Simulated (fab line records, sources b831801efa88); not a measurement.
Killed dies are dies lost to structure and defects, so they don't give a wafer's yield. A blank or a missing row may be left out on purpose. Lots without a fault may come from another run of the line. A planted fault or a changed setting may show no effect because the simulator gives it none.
A struck lot beside a sound one | flow sky130 | 36 steps out of a route of 708
Sound: wafers L798.1, L798.3, L798.4. Struck: wafers L791.1, L791.3, L791.5. The cause comes at the end.
At each step with rows: each side's tool, then ch and its chambers, then its first start. Under that, the readings that differ: sound wafers | struck wafers | difference of the means | sigmas: that difference in standard deviations of wafers without a fault.
alike: readings whose means differ by less than 2 such deviations, and words and numbers that are the same on both sides. not compared: withheld readings, readings that some wafer has no value for, bounds like >300 that may hide the same value, and numbers for which the record gives no deviation and whose values overlap.
The two part at a step that has a row with sigmas, a row that says differs or no value, or rows on one side only. Numbers that don't overlap but have no deviation are shown without sigmas and don't part them. A reading that every wafer of one side lacks parts them only if that side has two wafers or more.

first, 10 steps without rows for these wafers: SKY_GATE_OXIDE_COAT_05 (resist thk 1140 nm); SKY_GATE_OXIDE_SOFTBAKE_06 (time 60 s); SKY_GATE_OXIDE_EXPOSE_07 (exposes mask LVOM, target cd 600 nm); SKY_GATE_OXIDE_PEB_08; SKY_GATE_OXIDE_DEVELOP_09 (develop time 60 s); SKY_GATE_OXIDE_IMPLANT_11; SKY_GATE_OXIDE_WET_ETCH_12 (etches SiO2 in dHF, target depth 16.8 nm, time 336 s); SKY_GATE_OXIDE_STRIP_13 (strips in O2/N2); SKY_GATE_OXIDE_CLEAN_15 (cleans in SC1/SC2, time 150 s); SKY_GATE_OXIDE_OXIDATION_16 (stabilise 600 s, purge 300 s, target thk 3.57 nm).
SKY_POLY_GATE_CVD_00: deposits poly-Si, target thk 180 nm, time 720 s.
  sound on lpcvd-01 ch 0, day 21 02:10; struck on lpcvd-01 ch 0, day 18 00:25
  reading                                       | sound             | struck            | difference | sigmas
  spike_tc_bottom_C (C)                         | 645 644 644       | 632 631 632       | -13        | -3
  spike_tc_centre_C (C)                         | 620.9 620.9 621.7 | 609.4 610.7 609.7 | -11.2      | -11
  spike_tc_lower_C (C)                          | 617.1 618.6 619.1 | 607.6 607.5 606.6 | -11.0      | -9
  spike_tc_top_C (C)                            | 639.7 639.3 640.6 | 629.1 627.5 627.4 | -11.9      | -7
  spike_tc_upper_C (C)                          | 622.3 623.6 621.0 | 610.9 611.5 609.7 | -11.6      | -6
  model.poly-Si_of_POLY_GATE_CVD_00.thk_nm (nm) | 183.8 183.9 183.2 | 137.7 138 138.4   | -45.6      |
SKY_POLY_GATE_THK_MEAS_01:
  sound on film_metro-03, day 21 03:22; struck on film_metro-03, day 18 01:37
  reading                   | sound             | struck            | difference | sigmas
  POLY_GATE_CVD_00_THK (nm) | 183.9 183.8 183.1 | 137.6 138.1 138.4 | -45.6      | -28
then, 9 steps without rows for these wafers: SKY_RES_PROTECT_DEHYDRATE_00 (time 60 s); SKY_RES_PROTECT_HMDS_01 (prime time 60 s); SKY_RES_PROTECT_COAT_02 (resist thk 1140 nm); SKY_RES_PROTECT_SOFTBAKE_03 (time 60 s); SKY_RES_PROTECT_EXPOSE_04 (exposes mask RPM, target cd 1270 nm); SKY_RES_PROTECT_PEB_05; SKY_RES_PROTECT_DEVELOP_06 (develop time 60 s); SKY_POLY_GATE_IMPLANT_02; SKY_RES_PROTECT_STRIP_07 (strips in O2/N2).
SKY_RES_PROTECT_CLEAN_09: cleans in SC1/SC2, time 150 s.
  sound on wet_bench-04 ch 2, day 22 10:32; struck on wet_bench-04 ch 2, day 19 07:56
  reading                                       | sound             | struck          | difference | sigmas
  model.poly-Si_of_POLY_GATE_CVD_00.thk_nm (nm) | 183.2 183.2 182.6 | 137 137.4 137.8 | -46        |
  alike: bath_guard_temp_C
then, 11 steps without rows for these wafers: SKY_POLY_GATE_CVD_03 (deposits Si3N4 from DCS/NH3, target thk 75 nm, time 1290 s); SKY_POLY_GATE_DEHYDRATE_05 (time 60 s); SKY_POLY_GATE_HMDS_06 (prime time 60 s); SKY_POLY_GATE_COAT_07 (resist thk 110 nm); SKY_POLY_GATE_COAT_08 (resist thk 450 nm); SKY_POLY_GATE_SOFTBAKE_09 (time 90 s); SKY_POLY_GATE_EXPOSE_10 (exposes mask P1M, target cd 150 nm); SKY_POLY_GATE_PEB_11; SKY_POLY_GATE_DEVELOP_12 (develop time 60 s); SKY_POLY_GATE_ETCH_15 (etches BARC in N2/H2, stops on SiO2, time 118.5 s, target depth 110 nm); SKY_POLY_GATE_ETCH_16 (etches Si3N4 in CH3F/O2, stops on poly-Si, time 147.5 s, target depth 75 nm).
SKY_POLY_GATE_ETCH_17: etches poly-Si in HBr/Cl2, stops on SiO2, target depth 180 nm, time 70.5 s.
  sound on rie_si-02 ch 0,1,2, day 23 19:07; struck on rie_si-01 ch 0,2,3, day 20 17:11
  reading                               | sound             | struck            | difference | sigmas
  oes_product_au (a.u.)                 | 0.997 0.998 0.985 | 0.827 0.822 0.830 | -0.167     | -24
  model.POLY_GATE.feature_depth_nm (nm) | 179.2 179.8 179.4 | 137 137.4 137.8   | -42        |
  model.etch.depth_nm (nm)              | 179.2 179.8 179.4 | 137 137.4 137.8   | -42        |
  alike: bias_w, drypump_motor_current_A, throttle_valve_pct
  not compared: rf_hours_counter_h
then, 1 step without rows for these wafers: SKY_POLY_GATE_STRIP_18 (strips in O2/N2).
-- the record jumps here: 28 days lie between the struck wafers' starts before and after (it left off in module POLY_GATE and takes up again in module PAD_OPEN, whose first step shown is number 708 of the route) --
SKY_PAD_OPEN_PROBE_99:
  sound on prober-01, day 50 09:48; struck on prober-02, day 48 16:01
  reading                             | sound             | struck            | difference | sigmas
  model.etest.res_high_po.line_ohm_um | 736.8 734.7 722.2 | 959.8 984.5 927.5 | +226.0     |
  model.etest.res_poly.line_ohm_um    | 511.2 523.7 493.2 | 660.3 712.9 662.7 | +169.3     |
  model.etest.res_high_po.rs_ohm_sq   | 264.3 255.2 256.8 | 334.8 334.7 327.6 | +73.6      |
  model.etest.res_poly.rs_ohm_sq      | 47.98 46.78 47.36 | 62.73 63.04 62.04 | +15.23     |
  model.etest.cap_li_to_poly.c_af_um2 | 98.04 101.4 100.3 | 87.68 88.69 89.55 | -11.27     |
  model.etest.tip_n.rs_ohm_sq         | 443.2 444.7 438.9 | 437.6 432.2 436.2 | -6.9       |
  alike: killed_at_M0_to_M3, killed_at_M4_up, killed_at_contacts, killed_at_front_end, killed_at_other, killed_dies, killed_open, killed_short
  not compared: model.etest.tip_sonos.rs_ohm_sq

WHERE THEY PART
First at SKY_POLY_GATE_CVD_00; last, within this record, at SKY_POLY_GATE_ETCH_17. Later steps at which nothing parts them and some readings are alike: SKY_PAD_OPEN_PROBE_99.

WHY: what the simulator had put in
Process parameter drift: lpcvd-01, from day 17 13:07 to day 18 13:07, at SKY_POLY_GATE_CVD_00. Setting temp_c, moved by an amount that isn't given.
